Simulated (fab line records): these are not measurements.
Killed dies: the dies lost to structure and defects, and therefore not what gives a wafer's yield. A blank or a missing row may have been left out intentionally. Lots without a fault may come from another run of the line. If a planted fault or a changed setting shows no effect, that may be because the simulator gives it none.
A lot that was struck, set against a sound lot / flow gf180mcu / 43 steps out of a route of 602
Sound: these wafers, L625.1, L625.2, L625.5. Struck: wafers L634.2, L634.3, L634.4. The cause comes at the end.
At each step with rows: each side's tool, then ch and its chambers, then its first start. Under that, the readings that differ: sound wafers / struck wafers / difference of the means / sigmas: that difference in standard deviations of wafers without a fault.
alike: a reading whose means differ by less than 2 such deviations, as well as words and numbers matching on both sides. not compared: withheld readings; readings where some wafer has no value; bounds like >300 that might hide an equal value; numbers whose values overlap and for which the record gives no deviation.
The two part at a step that has a row with sigmas, a row that says differs or no value, or rows on one side only. Numbers that have no deviation but don't overlap get no sigmas and don't part them. A reading that every wafer of one side lacks parts them only if that side has two wafers or more.

first, 3 steps without rows for these wafers: GF_CONTACT_EXPOSE_11 (exposes mask Contact, target cd 220 nm); GF_CONTACT_PEB_12 (peb time 90 s); GF_CONTACT_DEVELOP_13 (develop time 60 s).
GF_CONTACT_CD_MEAS_14 targets a cd of 220 nm.
  sound on cd-sem-02, day 17 03:40; struck on cd-sem-02, day 20 17:43
  alike: cd-nm
GF_CONTACT_OVL_MEAS_15:
  sound on overlay-02, day 17 03:47; struck on overlay-02, day 20 17:49
reading=CONTACT_OVL (nm); sound=-1 5 5; struck=-11 -16 -11; difference=-16; sigmas=-3
then, 6 steps without rows for these wafers: GF_CONTACT_ETCH_16 (etches BARC in N2/H2); GF_CONTACT_ETCH_17 (etches SiO2 in C4F8/O2/Ar, stops on CoSi2, target depth 860 nm); GF_CONTACT_STRIP_18 (strips in O2/N2); GF_CONTACT_CLEAN_19 (cleans in SPM); GF_CONTACT_CLEAN_20 (cleans in DIW); GF_CONTACT_CLEAN_21 (cleans in dHF, time 20 s).
GF_CONTACT_SPUTTER_22: material Ti, target thk 15 nm, time 80.02 s.
  sound on pvd-sputter-04, day 17 04:18; struck on pvd-sputter-04, day 20 18:20
  alike: chamber-pressure-pa, throttle-valve-pct
GF_CONTACT_SPUTTER_23: material TiN, target thk 10 nm, time 40 s.
  sound on pvd-sputter-04, day 17 04:22; struck on pvd-sputter-04, day 20 18:23
  alike: chamber-pressure-pa, throttle-valve-pct
then, 1 step without rows for these wafers: GF_CONTACT_CVD_24 (deposits W, target thk 300 nm, time 90.339 s).
GF_CONTACT_RS_MEAS_25: measures by four-point-probe.
  sound on film-metro-01, day 17 04:30; struck on film-metro-02, day 20 18:33
  alike: CONTACT_W_RS
GF_CONTACT_THK_MEAS_26: measures by xrf.
  sound on film-metro-01, day 17 04:37; struck on film-metro-02, day 20 18:40
  alike: CONTACT_W_THK
then, 2 steps without rows for these wafers: GF_CONTACT_CMP_27 (polishes, stops on SiO2, t overpolish 15 s, target thk 0 nm); GF_M1_SPUTTER_00 (material Ti, target thk 37.5 nm, time 150 s).
GF_M1_SPUTTER_01: material TiN, target thk 30 nm, time 25 s.
  sound on pvd-sputter-03, day 17 05:12; struck on pvd-sputter-02, day 20 19:07
  alike: chamber-pressure-pa, throttle-valve-pct
then, 3 steps without rows for these wafers: GF_M1_SPUTTER_02 (material AlCu, target thk 450 nm, time 23.9 s); GF_M1_SPUTTER_03 (material Ti, target thk 10 nm, time 6.7 s); GF_M1_SPUTTER_04 (material TiN, target thk 50 nm, time 41.7 s).
GF_M1_RS_MEAS_05: measures by four-point-probe.
  sound on film-metro-04, day 17 05:19; struck on film-metro-03, day 20 19:15
  alike: M1_ALCU_RS
GF_M1_THK_MEAS_06: measures by xrf.
  sound on film-metro-04, day 17 05:26; struck on film-metro-03, day 20 19:22
  alike: M1_ALCU_THK
then, 7 steps without rows for these wafers: GF_M1_DEHYDRATE_07 (time 60 s); GF_M1_HMDS_08 (prime time 60 s); GF_M1_COAT_09 (resist thk 1000 nm); GF_M1_SOFTBAKE_10 (time 60 s); GF_M1_EXPOSE_11 (exposes mask Metal1, target cd 230 nm); GF_M1_PEB_12 (peb time 90 s); GF_M1_DEVELOP_13 (develop time 60 s).
GF_M1_CD_MEAS_14 targets a cd of 230 nm.
  sound on cd-sem-02, day 18 04:20; struck on cd-sem-02, day 21 19:47
  alike: cd-nm
GF_M1_OVL_MEAS_15:
  sound on overlay-01, day 18 04:27; struck on overlay-02, day 21 19:53
  alike: M1_OVL
then, 1 step without rows for these wafers: GF_M1_METAL_ETCH_16 (etches the open film in Cl2/BCl3, stops on SiO2, target depth 750.8 nm, time 125.1 s).
GF_M1_STRIP_17: strips in O2/N2.
  sound on plasma-asher-03 ch 0,1, day 18 04:37; struck on plasma-asher-03 ch 0,1, day 21 20:02
  alike: drypump-motor-current-A, heater-power-w, oes-product-au, strip-time-to-endpoint-s
  not compared: rf-hours-counter-h
then, 3 steps without rows for these wafers: GF_M1_STRIP_18 (strips in post etch residue remover, time 1200 s); GF_M1_CLEAN_19 (cleans in DIW); GF_V1_CVD_00 (deposits SiO2, target thk 600 nm, time 100 s).
GF_V1_THK_MEAS_01:
  sound on film-metro-03, day 18 05:15; struck on film-metro-02, day 21 20:40
  alike: V1_CVD_00_THK
GF_V1_CVD_02: deposits SiO2 from TEOS, target thk 850 nm, time 94.851 s.
  sound on pecvd-01 ch 0,1,2, day 18 05:19; struck on pecvd-01 ch 0,1, day 21 20:43
  alike: heater-power-w, susceptor-temp-C
GF_V1_THK_MEAS_03:
  sound on film-metro-02, day 18 05:23; struck on film-metro-01, day 21 20:47
  alike: V1_CVD_02_THK
GF_V1_CMP_04: polishes SiO2.
  sound on cmp-02 ch 1,2,3, day 18 05:26; struck on cmp-01 ch 0,1,3, day 21 20:50
  alike: motor-current-A, time-to-endpoint-s
-- the record jumps here: 11 days lie between the struck wafers' starts before and after (it left off in module V1 and takes up again in module PASSIVATION, whose first step shown is number 602 of the route) --
GF_PASSIVATION_PROBE_99:
  the record has rows for the struck wafers here (prober-01, day 32 17:06) and none for the sound ones

WHERE THEY PART
Earliest at GF_CONTACT_OVL_MEAS_15; latest, in this record, at GF_PASSIVATION_PROBE_99.

WHY: whatever the simulator had introduced
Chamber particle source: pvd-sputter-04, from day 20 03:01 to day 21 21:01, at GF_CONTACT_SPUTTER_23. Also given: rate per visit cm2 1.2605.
